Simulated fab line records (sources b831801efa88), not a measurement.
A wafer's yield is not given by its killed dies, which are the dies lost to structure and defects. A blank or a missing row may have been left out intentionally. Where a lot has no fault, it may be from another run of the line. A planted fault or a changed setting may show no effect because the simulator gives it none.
fab line records	flow sky130
record: lots: 7	wafers: 21	last-day: 50
route steps=708 shown PWDE@54 NWELL@56 PAD_OPEN@708
lots with no fault: from the same line, run without faults
start-h: start of the lot's first displayed wafer, in hours after the record's first day	wait-h: hours from the lot's prior step to this one	" unchanged from the row above	L1.1+2: several wafers, shown together as one row	- no value present, or no start provided	* or withheld: withheld	< > ~ a bound
route shown NAME@n: a module of which the file shows steps, and the number in the route of the first	usual: average and standard deviation across the fault-free wafers	same: alike in all rows	chamber/n: place in a boat	sites: each site's reading	_std_site: standard deviation across them	_edge_site: outer sites' mean less inner sites'	radius-mm: how far each site lies from the wafer's centre	mask NAME#n: copy n	behind: the most recent tool/chamber to have shaped the wafer	hold: reason for holding the lot/hours on hold/outcome of the hold	device: which transistor (n, p or np) failed to switch	end of line: at the end of the route, the tests of the same wafers	a step without rows: its recipe alone	killed: dies that structure and defects cost at the first sort, which is not the same as the wafer's yield	map: a wafer's dies, marking killed ones x, the rest . and places with no die _
set.NAME: setting as actually run; set.NAME@STEP: the setting as run at that earlier step	model.NAME: the simulator's own value behind a step, which no gauge read
lots at some steps of the route; a table a step, a row a wafer
services: from which hour (start-h, from the record's first day; less than 0 if before it) a tool's chamber was out of use, for how many hours, and why
== steps ==
step: SKY_PWDE_STRIP_09
recipe: chemistry: O2/N2	power-w: 1400	pressure-mtorr: 1500	platen-temp-c: withheld	o2-flow-sccm: 3000	n2-flow-sccm: 300	overash-fraction: 0.5
usual: drypump-motor-current-A: 5.7/0.31	oes-product-au: 0.722/0.0047	strip-time-to-endpoint-s: 36.93/0.12
lot.wafer	tool	chamber	start-h	wait-h	drypump-motor-current-A	oes-product-au	rf-hours-counter-h	strip-time-to-endpoint-s
L997.4	plasma-asher-04	1	89.67	0.1	5.9	0.723	-	36.93
L997.5	"	1	"	"	5.9	0.729	-	36.90
L997.6	"	0	"	"	5.6	0.728	-	36.98
L101.1	plasma-asher-01	0	100.47	0.1	5.8	0.719	41	37.18
L101.2	"	1	"	"	6.4	0.719	41	37.02
L101.3	"	1	"	"	6.4	0.718	-	37.05
L109.1	plasma-asher-02	1	142.34	0.1	5.4	0.726	44	36.80
L109.2	"	0	"	"	5.5	0.720	44	36.93
L109.6	"	0	"	"	5.5	0.724	-	36.90
L111.1	plasma-asher-04	1	153.09	0.1	5.9	0.732	35	36.95
L111.2	"	0	"	"	5.6	0.718	35	36.89
L111.5	"	0	"	"	5.6	0.723	-	36.92
L113.4	plasma-asher-04	1	161.66	0.1	5.9	0.717	-	36.93
L113.5	"	1	"	"	5.9	0.716	-	36.96
L113.6	"	0	"	"	5.6	0.720	-	36.97
L114.3	plasma-asher-02	0	167.82	0.1	5.5	0.715	-	36.78
L114.4	"	1	"	"	5.4	0.722	-	36.82
L114.5	"	0	"	"	5.5	0.723	-	36.84
L119.1	plasma-asher-04	1	207.99	0.1	5.9	0.713	40	36.97
L119.3	"	1	"	"	5.9	0.724	-	36.90
L119.6	"	1	"	"	5.9	0.715	-	36.97
step: SKY_PWDE_TW_MEAS_10
usual: PWDE_TW: 373/4.1
lot.wafer	tool	chamber	start-h	wait-h	PWDE_TW
L997.4	film-metro-03	-	89.77	0.1	369
L997.5	"	-	"	"	370
L997.6	"	-	"	"	372
L101.1	film-metro-01	-	100.57	0.1	377
L101.2	"	-	"	"	377
L101.3	"	-	"	"	376
L109.1	film-metro-01	-	142.44	0.1	375
L109.2	"	-	"	"	375
L109.6	"	-	"	"	377
L111.1	film-metro-03	-	153.19	0.1	371
L111.2	"	-	"	"	369
L111.5	"	-	"	"	372
L113.4	film-metro-02	-	161.75	0.1	369
L113.5	"	-	"	"	371
L113.6	"	-	"	"	370
L114.3	film-metro-01	-	167.91	0.1	379
L114.4	"	-	"	"	378
L114.5	"	-	"	"	378
L119.1	film-metro-02	-	208.09	0.1	366
L119.3	"	-	"	"	368
L119.6	"	-	"	"	368
step: SKY_NWELL_DEHYDRATE_03
recipe: temp-c: 200	time-s: 60
step: SKY_NWELL_HMDS_04
recipe: prime-time-s: 60	prime-temp-c: 120
step: SKY_NWELL_COAT_05
recipe: spin-rpm: 2000	resist-thk-nm: 3000
step: SKY_NWELL_SOFTBAKE_06
recipe: temp-c: 110	time-s: withheld
step: SKY_NWELL_EXPOSE_07
recipe: mask-id: NWM	na: 0.6	source-shape: conventional	sigma-outer: 0.6	polarization: unpolarized	target-cd-nm: 840	dose-mj: 255
step: SKY_NWELL_PEB_08
recipe: temp-c: 115	time-s: withheld
step: SKY_NWELL_DEVELOP_09
recipe: wall-angle-deg: 90	developer: TMAH	develop-time-s: 60	dev-temp-c: 23
step: SKY_NWELL_OVL_MEAS_10
usual: NWELL_00_OVL: 1.1/1.6
lot.wafer	tool	chamber	start-h	wait-h	NWELL_00_OVL[nm]
L997.4	overlay-02	-	107.22	-	-1.1
L997.5	"	-	"	"	-0.6
L997.6	"	-	"	"	-0.7
L101.1	overlay-02	-	118.89	-	0.8
L101.2	"	-	"	"	1.1
L101.3	"	-	"	"	-0.1
L109.1	overlay-01	-	161.10	-	1.3
L109.2	"	-	"	"	0.3
L109.6	"	-	"	"	1.5
L111.1	overlay-02	-	171.30	-	1.0
L111.2	"	-	"	"	1.3
L111.5	"	-	"	"	1.5
L113.4	overlay-02	-	180.96	-	-1.0
L113.5	"	-	"	"	-1.0
L113.6	"	-	"	"	-1.3
L114.3	overlay-02	-	188.52	-	0.3
L114.4	"	-	"	"	0.4
L114.5	"	-	"	"	-0.9
L119.1	overlay-02	-	229.25	-	-0.7
L119.3	"	-	"	"	-1.5
L119.6	"	-	"	"	-1.6
step: SKY_NWELL_IMPLANT_11
recipe: species: P	energy-kev: 400	dose-cm2: 1.9e+13	tilt-deg: withheld
step: SKY_NWELL_IMPLANT_12
recipe: species: P	energy-kev: 120	dose-cm2: 1.3e+12	tilt-deg: withheld
step: SKY_NWELL_IMPLANT_13
recipe: species: P	energy-kev: 50	dose-cm2: 7e+11	tilt-deg: withheld
usual: beam-energy-keV: 50.002/0.014	dose-ions-cm2: 6.998e+11/7.5e+08	faraday-current-uA: 3.94/0.085
lot.wafer	tool	chamber	start-h	wait-h	beam-energy-keV	dose-ions-cm2	faraday-current-uA
L997.4	implanter-02	0	107.62	0.1	49.985	7.007e+11	3.82
L997.5	"	0	"	"	49.987	6.992e+11	3.97
L997.6	"	0	"	"	49.984	6.998e+11	3.98
L101.1	implanter-04	0	119.23	0.1	50.007	7.011e+11	3.99
L101.2	"	0	"	"	49.997	7.006e+11	3.93
L101.3	"	0	"	"	50.002	6.997e+11	4.00
L109.1	implanter-04	0	161.44	0.1	49.978	4.695e+11	2.62
L109.2	"	0	"	"	50.016	4.683e+11	2.58
L109.6	"	0	"	"	50.003	4.691e+11	2.69
L111.1	implanter-04	0	171.64	0.1	49.996	4.672e+11	2.55
L111.2	"	0	"	"	50.027	4.684e+11	2.59
L111.5	"	0	"	"	49.995	4.687e+11	2.57
L113.4	implanter-04	0	181.35	0.1	49.998	4.69e+11	2.68
L113.5	"	0	"	"	50.011	4.694e+11	2.67
L113.6	"	0	"	"	50.007	4.682e+11	2.66
L114.3	implanter-01	0	188.89	0.1	50.004	6.989e+11	3.93
L114.4	"	0	"	"	49.984	6.995e+11	3.99
L114.5	"	0	"	"	49.982	6.989e+11	3.89
L119.1	implanter-02	0	229.59	0.1	49.994	6.994e+11	3.95
L119.3	"	0	"	"	50.006	6.992e+11	4.03
L119.6	"	0	"	"	49.996	7.004e+11	3.87
step: SKY_NWELL_STRIP_14
recipe: chemistry: O2/N2	power-w: 1400	pressure-mtorr: 1500	platen-temp-c: withheld	o2-flow-sccm: 3000	n2-flow-sccm: 300	overash-fraction: 0.5
usual: drypump-motor-current-A: 5.7/0.32	oes-product-au: 0.722/0.0046	strip-time-to-endpoint-s: 36.90/0.12
lot.wafer	tool	chamber	start-h	wait-h	drypump-motor-current-A	oes-product-au	rf-hours-counter-h	strip-time-to-endpoint-s
L997.4	plasma-asher-03	0	107.72	0.1	5.5	0.721	-	36.92
L997.5	"	1	"	"	5.4	0.719	-	36.91
L997.6	"	0	"	"	5.5	0.724	-	36.92
L101.1	plasma-asher-01	1	119.38	0.1	6.4	0.723	0	37.00
L101.2	"	0	"	"	5.8	0.724	0	36.96
L101.3	"	0	"	"	5.8	0.721	-	36.90
L109.1	plasma-asher-01	0	161.59	0.1	5.8	0.731	4	37.08
L109.2	"	1	"	"	6.3	0.720	4	36.95
L109.6	"	1	"	"	6.3	0.723	-	37.02
L111.1	plasma-asher-01	0	171.79	0.1	5.8	0.720	5	37.06
L111.2	"	1	"	"	6.3	0.716	5	36.87
L111.5	"	0	"	"	5.8	0.720	-	37.02
L113.4	plasma-asher-03	0	181.46	0.1	5.4	0.721	-	36.95
L113.5	"	0	"	"	5.5	0.720	-	36.91
L113.6	"	1	"	"	5.5	0.714	-	36.90
L114.3	plasma-asher-03	0	189.02	0.1	5.5	0.716	-	36.88
L114.4	"	1	"	"	5.5	0.723	-	36.93
L114.5	"	1	"	"	5.4	0.729	-	36.78
L119.1	plasma-asher-01	1	229.74	0.1	6.4	0.726	10	36.90
L119.3	"	0	"	"	5.8	0.723	-	36.82
L119.6	"	1	"	"	6.3	0.725	-	36.89
step: SKY_NWELL_TW_MEAS_15
usual: NWELL_TW: 1812/17
lot.wafer	tool	chamber	start-h	wait-h	NWELL_TW
L997.4	film-metro-03	-	107.82	0.1	1820
L997.5	"	-	"	"	1811
L997.6	"	-	"	"	1820
L101.1	film-metro-02	-	119.48	0.1	1785
L101.2	"	-	"	"	1790
L101.3	"	-	"	"	1793
L109.1	film-metro-03	-	161.69	0.1	1809
L109.2	"	-	"	"	1803
L109.6	"	-	"	"	1808
L111.1	film-metro-02	-	171.89	0.1	1795
L111.2	"	-	"	"	1791
L111.5	"	-	"	"	1787
L113.4	film-metro-01	-	181.56	0.1	1844
L113.5	"	-	"	"	1832
L113.6	"	-	"	"	1833
L114.3	film-metro-02	-	189.11	0.1	1794
L114.4	"	-	"	"	1796
L114.5	"	-	"	"	1805
L119.1	film-metro-02	-	229.84	0.1	1804
L119.3	"	-	"	"	1809
L119.6	"	-	"	"	1808
step: SKY_NWELL_DEHYDRATE_16
recipe: temp-c: 200	time-s: 60
step: SKY_NWELL_HMDS_17
recipe: prime-time-s: 60	prime-temp-c: 120
step: SKY_NWELL_COAT_18
recipe: spin-rpm: 2000	resist-thk-nm: 3000
step: SKY_NWELL_SOFTBAKE_19
recipe: temp-c: 110	time-s: withheld
step: SKY_NWELL_EXPOSE_20
recipe: mask-id: NWM_COMPLEMENT	na: 0.6	source-shape: conventional	sigma-outer: 0.6	polarization: unpolarized	target-cd-nm: 840	dose-mj: 260
step: SKY_NWELL_PEB_21
recipe: temp-c: 115	time-s: withheld
step: SKY_NWELL_DEVELOP_22
recipe: wall-angle-deg: 90	developer: TMAH	develop-time-s: 60	dev-temp-c: 23
step: SKY_NWELL_OVL_MEAS_23
usual: NWELL_01_OVL: 0.7/1.3
lot.wafer	tool	chamber	start-h	wait-h	NWELL_01_OVL[nm]
L997.4	overlay-01	-	125.51	-	1.0
L997.5	"	-	"	"	-0.4
L997.6	"	-	"	"	0.9
L101.1	overlay-02	-	138.34	-	3.9
L101.2	"	-	"	"	2.1
L101.3	"	-	"	"	2.7
L109.1	overlay-01	-	180.20	-	1.4
L109.2	"	-	"	"	0.8
L109.6	"	-	"	"	0.2
L111.1	overlay-01	-	192.25	-	0.7
L111.2	"	-	"	"	-0.3
L111.5	"	-	"	"	-1.3
L113.4	overlay-01	-	202.22	-	-1.9
L113.5	"	-	"	"	-0.4
L113.6	"	-	"	"	-1.1
L114.3	overlay-02	-	210.76	-	-0.4
L114.4	"	-	"	"	-0.8
L114.5	"	-	"	"	1.2
L119.1	overlay-01	-	253.00	-	0.9
L119.3	"	-	"	"	1.2
L119.6	"	-	"	"	1.0
step: SKY_NWELL_IMPLANT_24
recipe: species: B	energy-kev: 140	dose-cm2: 9.2e+12	tilt-deg: withheld
step: SKY_NWELL_STRIP_25
recipe: chemistry: O2/N2	power-w: 1400	pressure-mtorr: 1500	platen-temp-c: withheld	o2-flow-sccm: 3000	n2-flow-sccm: 300	overash-fraction: 0.5
usual: drypump-motor-current-A: 5.8/0.3	oes-product-au: 0.722/0.0047	strip-time-to-endpoint-s: 36.86/0.095
lot.wafer	tool	chamber	start-h	wait-h	drypump-motor-current-A	oes-product-au	rf-hours-counter-h	strip-time-to-endpoint-s
L997.4	plasma-asher-03	1	125.71	0.1	5.4	0.720	-	36.84
L997.5	"	0	"	"	5.5	0.721	-	36.84
L997.6	"	1	"	"	5.4	0.726	-	36.86
L101.1	plasma-asher-04	0	138.53	0.1	5.6	0.717	33	36.97
L101.2	"	1	"	"	5.9	0.727	33	36.91
L101.3	"	0	"	"	5.6	0.721	-	36.86
L109.1	plasma-asher-01	1	180.39	0.1	6.4	0.723	6	36.74
L109.2	"	0	"	"	5.8	0.716	6	36.80
L109.6	"	0	"	"	5.8	0.717	-	36.85
L111.1	plasma-asher-04	0	192.44	0.1	5.6	0.727	39	36.82
L111.2	"	1	"	"	5.9	0.717	39	36.78
L111.5	"	1	"	"	5.9	0.728	-	36.83
L113.4	plasma-asher-04	1	202.42	0.1	5.9	0.715	-	36.93
L113.5	"	1	"	"	5.9	0.732	-	36.90
L113.6	"	0	"	"	5.6	0.713	-	36.94
L114.3	plasma-asher-04	0	210.96	0.1	5.6	0.730	-	36.81
L114.4	"	1	"	"	5.9	0.716	-	36.73
L114.5	"	1	"	"	5.9	0.720	-	36.86
L119.1	plasma-asher-04	0	253.19	0.1	5.6	0.712	45	36.82
L119.3	"	1	"	"	5.9	0.719	-	36.84
L119.6	"	0	"	"	5.6	0.715	-	36.86
step: SKY_NWELL_TW_MEAS_26
usual: NWELL_2_TW: 497/5
lot.wafer	tool	chamber	start-h	wait-h	NWELL_2_TW
L997.4	film-metro-01	-	125.81	0.1	502
L997.5	"	-	"	"	502
L997.6	"	-	"	"	501
L101.1	film-metro-02	-	138.63	0.1	490
L101.2	"	-	"	"	491
L101.3	"	-	"	"	488
L109.1	film-metro-03	-	180.49	0.1	489
L109.2	"	-	"	"	493
L109.6	"	-	"	"	492
L111.1	film-metro-01	-	192.54	0.1	501
L111.2	"	-	"	"	502
L111.5	"	-	"	"	503
L113.4	film-metro-03	-	202.52	0.1	496
L113.5	"	-	"	"	496
L113.6	"	-	"	"	497
L114.3	film-metro-01	-	211.05	0.1	502
L114.4	"	-	"	"	505
L114.5	"	-	"	"	503
L119.1	film-metro-03	-	253.29	0.1	494
L119.3	"	-	"	"	497
L119.6	"	-	"	"	495
step: SKY_NWELL_CLEAN_27
recipe: chemistry: SC1/SC2	mix: 1:4:20	temp-c: 70	time-s: 150	dry: n2-spin
step: SKY_NWELL_RTA_28
recipe: temp-c: 1050	time-s: 30	idle-temp-c: 650	ramp-up-c-per-s: 150	ramp-down-c-per-s: 90	ambient: N2
usual: lamp-power-pct: 25.31/0.054	wafer_temp_C_max: 1054.8/0.9
lot.wafer	tool	chamber	start-h	wait-h	lamp-power-pct	wafer_temp_C_max
L997.4	rtp-anneal-01	0	125.94	0.1	25.21	1054.3
L997.5	"	0	"	"	25.33	1054.8
L997.6	"	0	"	"	25.23	1055.0
L101.1	rtp-anneal-02	0	138.74	0.0	25.33	1054.2
L101.2	"	0	"	"	25.27	1053.9
L101.3	"	0	"	"	25.24	1056.6
L109.1	rtp-anneal-02	0	180.60	0.0	25.35	1056.5
L109.2	"	0	"	"	25.33	1054.9
L109.6	"	0	"	"	25.25	1054.6
L111.1	rtp-anneal-01	0	192.65	0.0	25.29	1053.3
L111.2	"	0	"	"	25.26	1055.8
L111.5	"	0	"	"	25.36	1055.0
L113.4	rtp-anneal-02	0	202.65	0.1	25.27	1053.4
L113.5	"	0	"	"	25.26	1054.5
L113.6	"	0	"	"	25.35	1055.7
L114.3	rtp-anneal-01	0	211.18	0.0	25.25	1054.1
L114.4	"	0	"	"	25.34	1054.7
L114.5	"	0	"	"	25.32	1053.1
L119.1	rtp-anneal-02	0	253.40	0.0	25.36	1053.4
L119.3	"	0	"	"	25.35	1055.6
L119.6	"	0	"	"	25.28	1054.0
step: SKY_NWELL_RS_MEAS_29
recipe: thk-meas-gauge: four-point-probe
usual: NWELL_RS: 625.0/1.5
lot.wafer	tool	chamber	start-h	wait-h	NWELL_RS[ohm/sq]
L997.4	film-metro-02	-	126.05	0.1	622.6
L997.5	"	-	"	"	622.9
L997.6	"	-	"	"	622.4
L101.1	film-metro-03	-	138.84	0.1	625.7
L101.2	"	-	"	"	624.4
L101.3	"	-	"	"	625.9
L109.1	film-metro-01	-	180.70	0.1	631.5
L109.2	"	-	"	"	631.6
L109.6	"	-	"	"	633.6
L111.1	film-metro-01	-	192.75	0.1	635.9
L111.2	"	-	"	"	635.2
L111.5	"	-	"	"	634.9
L113.4	film-metro-03	-	202.76	0.1	631.0
L113.5	"	-	"	"	632.9
L113.6	"	-	"	"	632.0
L114.3	film-metro-02	-	211.28	0.1	624.2
L114.4	"	-	"	"	624.4
L114.5	"	-	"	"	624.3
L119.1	film-metro-02	-	253.50	0.1	622.4
L119.3	"	-	"	"	623.5
L119.6	"	-	"	"	625.0
step: SKY_PAD_OPEN_PROBE_99
usual: killed_at_M0_to_M3: 44/7.1	killed_at_M4_up: 3.0/1.9	killed-at-contacts: 25/5.6	killed-at-front-end: 14/4.1	killed-at-other: 0.2/0.44	killed-dies: 86/9.1	killed-on-rim: 17/3.7	killed-open: 47/7.4	killed-short: 39/5.7
same: gross-dies: 492	killed-at-back-side: 0
lot.wafer	tool	chamber	start-h	wait-h	killed_at_M0_to_M3	killed_at_M4_up	killed-at-contacts	killed-at-front-end	killed-at-other	killed-dies	killed-on-rim	killed-open	killed-short	model.etest.nfet_16v.r-on-ohm-um	model.etest.pfet-g5v0d10v5.r-on-ohm-um	model.etest.tip_p_5v.rs-ohm-sq	model.etest.pfet-g5v0d10v5.drive-ua-um	model.etest.pfet_01v8_lvt.drive-ua-um	model.etest.pfet-g5v0d10v5.off-log10-a-um	model.etest.pfet_01v8_lvt.off-log10-a-um	model.etest.pfet-g5v0d10v5.vt-sat-v
L997.4	prober-02	-	1095.72	0.2	36	4	37	23	0	100	18	55	45	1.371e+04	4775	2896	339.1	171.2	-12.93	-9.05	-0.6709
L997.5	prober-02	-	1095.77	0.2	39	1	27	12	0	79	17	48	31	1.384e+04	4755	2876	343.4	174.2	-12.92	-8.979	-0.6782
L997.6	prober-02	-	1095.82	0.2	45	6	29	15	0	95	17	59	36	1.384e+04	4795	2886	334.5	173.2	-13.01	-9.007	-0.6764
L101.1	prober-02	-	1103.59	0.1	46	2	22	9	1	80	19	43	37	1.363e+04	4596	2850	355.8	175.9	-12.58	-8.664	-0.6357
L101.2	prober-02	-	1103.64	0.1	35	7	20	12	0	74	14	38	36	1.377e+04	4646	2857	351	176.7	-12.68	-8.662	-0.6421
L101.3	prober-02	-	1103.69	0.2	40	5	26	14	0	85	18	49	36	1.383e+04	4630	2848	351.1	177.6	-12.52	-8.653	-0.6379
L109.1	prober-01	-	1159.60	0.1	53	6	32	10	0	101	16	59	42	1.456e+04	4585	2819	360.7	184.3	-10.93	-7.729	-0.4773
L109.2	prober-01	-	1159.65	0.1	50	3	26	9	0	88	18	62	26	1.442e+04	4618	2828	356.9	183	-11.14	-7.815	-0.4956
L109.6	prober-01	-	1159.85	0.2	61	2	32	13	0	108	20	62	46	1.444e+04	4579	2820	356.6	186.1	-11.18	-7.651	-0.515
L111.1	prober-01	-	1164.18	0.1	52	6	17	8	1	84	13	42	42	1.418e+04	4645	2823	346.5	178.5	-11.73	-8.068	-0.5648
L111.2	prober-01	-	1164.23	0.1	57	0	16	8	0	81	19	38	43	1.402e+04	4633	2848	349.4	179.4	-11.82	-8.23	-0.5652
L111.5	prober-01	-	1164.38	0.2	46	6	32	16	0	100	29	66	34	1.413e+04	4638	2848	352.3	180.2	-11.58	-8.245	-0.5345
L113.4	prober-02	-	1169.42	0.2	37	4	31	14	0	86	17	48	38	1.407e+04	4573	2816	357.9	180.5	-11.54	-8.066	-0.5453
L113.5	prober-02	-	1169.47	0.2	54	2	27	15	0	98	19	58	40	1.426e+04	4521	2820	361.1	182.4	-11.05	-7.929	-0.4937
L113.6	prober-02	-	1169.52	0.2	45	3	27	14	0	89	20	49	40	1.41e+04	4526	2804	365.2	182.7	-11.31	-7.868	-0.5071
L114.3	prober-01	-	1170.52	0.2	41	5	15	17	0	78	12	42	36	1.438e+04	4882	2853	332.5	170.7	-12.79	-8.943	-0.6556
L114.4	prober-01	-	1170.57	0.2	38	4	24	8	0	74	10	42	32	1.431e+04	4804	2866	333.7	172	-12.72	-9.048	-0.6479
L114.5	prober-01	-	1170.62	0.2	49	3	15	9	0	76	10	34	42	1.421e+04	4861	2845	332.3	172.1	-12.92	-8.933	-0.6693
L119.1	prober-02	-	1208.20	0.1	44	1	24	26	0	95	13	55	40	1.41e+04	4760	2910	338.7	174.8	-12.63	-9.213	-0.6469
L119.3	prober-02	-	1208.30	0.2	44	5	16	20	0	85	17	46	39	1.395e+04	4799	2895	337.6	174.7	-12.72	-9.136	-0.6579
L119.6	prober-02	-	1208.45	0.2	46	1	25	16	0	88	10	51	37	1.394e+04	4794	2916	340	173.3	-12.84	-9.139	-0.6557
killed by level:class
L997.4 LI_CONTACT:geometric-particle:open=16 VIA1:geometric-particle:open=12 POLY_GATE:geometric-particle:short=9 FIELD_ISO:geometric-particle:open=7 LOCAL_INTERCONNECT:geometric-particle:short=7 CONTACT:geometric-particle:open=7 CONTACT:geometric-particle:short=5 FIELD_ISO:geometric-particle:short=4
L997.5 CONTACT:geometric-particle:open=9 VIA2:geometric-particle:open=8 LI_CONTACT:geometric-particle:open=6 LOCAL_INTERCONNECT:geometric-particle:short=6 VIA3:geometric-particle:open=6 VIA1:geometric-particle:open=5 VIA2:geometric-particle:short=5 CONTACT:geometric-particle:short=4
L997.6 CONTACT:geometric-particle:open=11 VIA1:geometric-particle:open=10 VIA3:geometric-particle:open=9 LI_CONTACT:geometric-particle:open=9 VIA2:geometric-particle:open=8 VIA1:geometric-particle:short=6 METAL4:geometric-particle:short=6 FIELD_ISO:geometric-particle:open=5
L101.1 VIA1:geometric-particle:open=9 VIA2:geometric-particle:open=8 LI_CONTACT:geometric-particle:open=7 CONTACT:geometric-particle:open=5 METAL2:geometric-particle:short=5 LOCAL_INTERCONNECT:geometric-particle:short=4 METAL3:geometric-particle:short=4 METAL1:geometric-particle:short=4
L101.2 CONTACT:geometric-particle:open=9 VIA1:geometric-particle:open=8 METAL1:geometric-particle:short=7 METAL4:geometric-particle:short=6 VIA2:geometric-particle:open=5 VIA3:geometric-particle:open=5 POLY_GATE:geometric-particle:open=4 LI_CONTACT:geometric-particle:open=4
L101.3 VIA1:geometric-particle:open=13 LI_CONTACT:geometric-particle:open=9 CONTACT:geometric-particle:open=8 VIA3:geometric-particle:short=6 VIA3:geometric-particle:open=5 FIELD_ISO:geometric-particle:short=4 POLY_GATE:geometric-particle:open=4 LI_CONTACT:geometric-particle:short=4
L109.1 VIA1:geometric-particle:open=12 LI_CONTACT:geometric-particle:open=9 VIA3:geometric-particle:open=8 CONTACT:geometric-particle:open=7 VIA1:geometric-particle:short=6 CONTACT:geometric-particle:short=6 VIA2:geometric-particle:open=6 METAL2:geometric-particle:short=5
L109.2 VIA1:geometric-particle:open=15 LI_CONTACT:geometric-particle:open=14 VIA3:geometric-particle:open=10 CONTACT:geometric-particle:open=6 METAL1:geometric-particle:short=6 VIA2:geometric-particle:open=5 LOCAL_INTERCONNECT:geometric-particle:short=4 FIELD_ISO:geometric-particle:short=3
L109.6 CONTACT:geometric-particle:open=16 VIA1:geometric-particle:open=12 LI_CONTACT:geometric-particle:open=11 METAL1:geometric-particle:short=10 VIA1:geometric-particle:short=7 VIA2:geometric-particle:open=6 METAL2:geometric-particle:short=6 METAL3:geometric-particle:short=6
L111.1 CONTACT:geometric-particle:open=11 METAL1:geometric-particle:short=8 VIA1:geometric-particle:open=8 VIA3:geometric-particle:open=7 VIA2:geometric-particle:open=6 VIA3:geometric-particle:short=6 METAL4:geometric-particle:short=5 CONTACT:geometric-particle:short=4
L111.2 VIA1:geometric-particle:open=11 VIA3:geometric-particle:open=9 VIA3:geometric-particle:short=8 METAL1:geometric-particle:short=7 VIA1:geometric-particle:short=6 CONTACT:geometric-particle:short=5 CONTACT:geometric-particle:open=5 METAL2:geometric-particle:short=4
L111.5 CONTACT:geometric-particle:open=15 VIA1:geometric-particle:open=11 VIA3:geometric-particle:open=9 LI_CONTACT:geometric-particle:open=8 VIA2:geometric-particle:open=7 FIELD_ISO:geometric-particle:short=6 FIELD_ISO:geometric-particle:open=5 METAL4:geometric-particle:short=5
L113.4 CONTACT:geometric-particle:open=14 VIA1:geometric-particle:open=8 LI_CONTACT:geometric-particle:open=7 VIA2:geometric-particle:open=7 FIELD_ISO:geometric-particle:short=6 CONTACT:geometric-particle:short=6 METAL2:geometric-particle:short=5 VIA2:geometric-particle:short=4
L113.5 VIA2:geometric-particle:open=12 METAL1:geometric-particle:short=11 VIA1:geometric-particle:open=11 CONTACT:geometric-particle:open=8 LI_CONTACT:geometric-particle:open=7 CONTACT:geometric-particle:short=7 VIA3:geometric-particle:open=7 FIELD_ISO:geometric-particle:short=5
L113.6 CONTACT:geometric-particle:open=10 METAL1:geometric-particle:short=9 VIA1:geometric-particle:open=8 LI_CONTACT:geometric-particle:open=7 VIA2:geometric-particle:open=7 POLY_GATE:geometric-particle:open=5 POLY_GATE:geometric-particle:short=4 LI_CONTACT:geometric-particle:short=4
L114.3 VIA1:geometric-particle:open=9 VIA1:geometric-particle:short=8 FIELD_ISO:geometric-particle:open=7 VIA3:geometric-particle:open=6 CONTACT:geometric-particle:open=5 FIELD_ISO:geometric-particle:short=4 LI_CONTACT:geometric-particle:open=4 VIA2:geometric-particle:open=4
L114.4 CONTACT:geometric-particle:open=11 VIA1:geometric-particle:open=9 METAL2:geometric-particle:short=6 VIA2:geometric-particle:open=5 LOCAL_INTERCONNECT:geometric-particle:short=4 VIA3:geometric-particle:open=4 FIELD_ISO:geometric-particle:short=3 LI_CONTACT:geometric-particle:open=3
L114.5 VIA1:geometric-particle:open=9 METAL1:geometric-particle:short=8 VIA1:geometric-particle:short=6 METAL3:geometric-particle:short=6 CONTACT:geometric-particle:open=5 VIA3:geometric-particle:open=5 LI_CONTACT:geometric-particle:open=4 METAL2:geometric-particle:short=4
L119.1 FIELD_ISO:geometric-particle:open=12 VIA1:geometric-particle:open=12 CONTACT:geometric-particle:open=8 FIELD_ISO:geometric-particle:short=6 METAL2:geometric-particle:short=6 LI_CONTACT:geometric-particle:short=5 LI_CONTACT:geometric-particle:open=5 LOCAL_INTERCONNECT:geometric-particle:short=5
L119.3 VIA1:geometric-particle:open=13 METAL2:geometric-particle:short=9 FIELD_ISO:geometric-particle:short=6 VIA3:geometric-particle:open=6 LI_CONTACT:geometric-particle:open=6 FIELD_ISO:geometric-particle:open=4 CONTACT:geometric-particle:open=4 METAL1:geometric-particle:short=4
L119.6 VIA1:geometric-particle:open=15 VIA2:geometric-particle:open=9 CONTACT:geometric-particle:open=8 LI_CONTACT:geometric-particle:open=5 CONTACT:geometric-particle:short=5 METAL2:geometric-particle:short=5 FIELD_ISO:geometric-particle:open=4 POLY_GATE:geometric-particle:open=4
== services ==
tool	chamber	start-h	hours	kind
plasma-asher-01	-	108.75	9.0	pm
plasma-asher-01	0	108.75	9.0	vent-cycle
plasma-asher-01	1	108.75	9.0	vent-cycle
plasma-asher-01	0	117.75	-	clean
plasma-asher-01	1	117.75	-	clean
implanter-04	-	129.16	2.8	pm
rtp-anneal-01	-	142.51	3.9	pm
implanter-02	-	179.32	2.3	repair
rtp-anneal-02	-	191.02	5.1	pm
implanter-02	-	213.26	9.4	repair
implanter-01	-	213.33	5.1	pm
implanter-04	-	245.01	7.0	pm
implanter-02	-	246.60	1.7	repair
== key ==
first-sign: step: SKY_NWELL_IMPLANT_13	reading: dose-ions-cm2	direction: down	sigmas: 99+	usual: *	struck: *
effect: step: SKY_NWELL_IMPLANT_13	reading: faraday-current-uA	direction: down	sigmas: 15	usual: 3.94	struck: 2.62
effect: step: SKY_NWELL_RS_MEAS_29	reading: NWELL_RS	direction: up	sigmas: 5.3	usual: 625.0	struck: 633.2
model-effect: step: SKY_PAD_OPEN_PROBE_99	value: etest.nfet_16v.r-on-ohm-um	without: 1.398e+04	struck: 1.424e+04
met-at SKY_NWELL_IMPLANT_13
struck-wafers L109.1,L109.2,L109.6,L111.1,L111.2,L111.5,L113.4,L113.5,L113.6
tester-left-out L109,L111,L113
onset-between 119.23 161.44
fault: kind: process-parameter-drift	tool: implanter-04	chamber: -	onset-h: 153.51	steps: SKY_NWELL_IMPLANT_13	channel: dose-cm2	offset: *	shape: step	end-h: 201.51	acts-in: *	stated: *
tester-left-out: of these lots the tester's yield and bins aren't shown, on N5 and GAA mostly nor the transistor test; their killed dies are dies lost to structure and defects alone, not to doping, threshold or leakage, so they don't give the yield
